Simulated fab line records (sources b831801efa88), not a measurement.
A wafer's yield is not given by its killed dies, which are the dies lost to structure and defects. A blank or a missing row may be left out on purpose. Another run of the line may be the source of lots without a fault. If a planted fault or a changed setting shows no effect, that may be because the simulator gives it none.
Commonality check across tools    flow gf180mcu    Lots sampled 13, wafers sampled 39

== REASON FOR OPENING ==
At GF_HV_LDD_CD_MEAS_07 the reading cd nm is flagged on 1 of 13 lots. Fault-free wafers read 399.6 nm, with a standard deviation of 2.2.
Rule: a lot is flagged when every wafer of it that has a number lies more than 4 standard deviations from that mean, or none has a number. The rest of the lots are taken to be sound.

lot   measured      on         cd nm (nm), wafer by wafer  flag
L832  day 11 04:08  cd sem-01  396.5 395.8 397.5           
L833  day 11 16:49  cd sem-02  399.6 400.5 399.7           
L835  day 12 05:34  cd sem-01  396.0 395.9 398.8           
L839  day 13 07:19  cd sem-01  403.9 402.1 403.4           
L841  day 14 01:13  cd sem-01  400.3 400.3 400.0           
L843  day 14 14:55  cd sem-01  403.1 400.6 402.4           
L845  day 15 04:08  cd sem-02  319.9 320.5 320.3           FLAGGED
L846  day 15 15:44  cd sem-01  400.4 401.3 400.5           
L847  day 15 20:02  cd sem-02  398.6 398.2 397.9           
L850  day 16 17:02  cd sem-02  403.2 401.4 402.1           
L851  day 16 22:25  cd sem-02  396.8 396.7 397.8           
L852  day 17 06:34  cd sem-02  401.5 401.8 401.6           
L853  day 17 13:19  cd sem-02  401.8 401.7 401.9           
Average over the flagged lots: 320.2 nm; offset from the usual -79.4 nm, equal to -36 standard deviations.

== WHICH TOOL RAN EACH LOT ==
The record holds 1 process step before the reading, out of a route of 602 steps. Read each cell as the tool, then ch plus the chambers that the sampled wafers visited, then the start.
lot   flag     GF_HV_LDD_EXPOSE_04
L832           iline stepper-02 ch 0, day 10 17:43
L833           iline stepper-02 ch 0, day 11 06:06
L835           iline stepper-01 ch 0, day 11 18:44
L839           iline stepper-01 ch 0, day 12 21:50
L841           iline stepper-02 ch 0, day 13 15:11
L843           iline stepper-01 ch 0, day 14 03:35
L845  FLAGGED  iline stepper-01 ch 0, day 14 17:50
L846           iline stepper-02 ch 0, day 15 03:58
L847           iline stepper-01 ch 0, day 15 08:55
L850           iline stepper-01 ch 0, day 16 05:24
L851           iline stepper-02 ch 0, day 16 10:26
L852           iline stepper-01 ch 0, day 16 18:56
L853           iline stepper-01 ch 0, day 17 01:43
What these steps do:
- GF_HV_LDD_EXPOSE_04: exposes mask Nplus LV AREA, target cd 400 nm.
- GF_HV_LDD_CD_MEAS_07: target cd 400 nm.

== FLAGGED OVER TOTAL, TOOL BY TOOL (the gauges that took the reading come last) ==
step                  tool              lots run  flagged  share of the flagged lots  sound lots run after its first flagged lot
GF_HV_LDD_EXPOSE_04   iline stepper-01  8         1        all                        4 (L847,L850,L852,L853)
GF_HV_LDD_EXPOSE_04   iline stepper-02  5         0        none                       -
GF_HV_LDD_CD_MEAS_07  cd sem-01         6         0        none                       -
GF_HV_LDD_CD_MEAS_07  cd sem-02         7         1        all                        5 (L847,L850,L851,L852,L853)

== WHAT THE TABLE PERMITS ==
iline stepper-01 at GF_HV_LDD_EXPOSE_04 and cd sem-02 at GF_HV_LDD_CD_MEAS_07 are the 2 rows of the table that ran each flagged lot.
- iline stepper-01 at GF_HV_LDD_EXPOSE_04: 1 of its 8 lots flagged. After the first flagged lot (L847, L850, L852, L853), sound lots still ran on it; a lasting fault on the whole tool would not permit that.
- cd sem-02 at GF_HV_LDD_CD_MEAS_07: 1 of its 7 lots flagged. After the first flagged lot (L847, L850, L851, L852, L853), sound lots still ran on it; a lasting fault on the whole tool would not permit that.
Every row of the table either missed a flagged lot or ran a sound lot after the first.

== WHAT WAS PUT IN BY THE SIMULATOR ==
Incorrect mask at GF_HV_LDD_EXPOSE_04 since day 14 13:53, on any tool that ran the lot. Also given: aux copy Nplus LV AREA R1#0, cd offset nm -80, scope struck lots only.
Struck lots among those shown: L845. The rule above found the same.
